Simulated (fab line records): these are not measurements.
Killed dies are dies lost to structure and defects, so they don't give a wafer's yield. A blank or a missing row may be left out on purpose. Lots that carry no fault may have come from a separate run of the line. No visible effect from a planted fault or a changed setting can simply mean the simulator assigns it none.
Chamber matching -- flow sky130 -- cmp-01 running SKY_VIA4_CMP_21: 4 sister chambers
The step polishes, stops on SiO2, t overpolish 25 s, target thk 0 nm. 4 wafers are shown with their chamber, then 6 later ones without.

## EACH WAFER AND ITS CHAMBER
wafer,chamber,motorCurrentA (A)
L518.2,1,10.5
L517.1,3,8.5
L524.3,0,11.7
L524.5,2,9.6

## WAFERS WHOSE CHAMBER IS MISSING
wafer,motorCurrentA (A)
L528.2,9.0
L528.3,9.3
L528.5,10.9
L529.2,11.5
L529.4,10.5
L529.6,9.2

## CHAMBER TAKEN BY EACH
wafer,from the rows above,in truth
L528.2,can't be placed: 3 or 2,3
L528.3,can't be placed: 2 or 3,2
L528.5,can't be placed: 1 or 0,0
L529.2,0,0
L529.4,1,1
L529.6,can't be placed: 2 or 3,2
Placed correctly: 2 of 6. Cannot be placed on the basis of these rows: 4; the candidates contain the true chamber in 4. 0 placed wrongly.
How it was worked out, from the rows above alone: a wafer's distance from a chamber is the root of the sum, over the readings, of the square of ((its reading less the chamber's mean) divided by the reading's scatter). If the next closest chamber is less than 2 further off than the closest, the wafer can't be placed; otherwise it belongs to the closest. For every chamber, the mean is computed from those of its wafers that are shown. The scatter: root of mean squared gap, hidden wafer to nearest shown wafer, with one shown wafer a chamber.
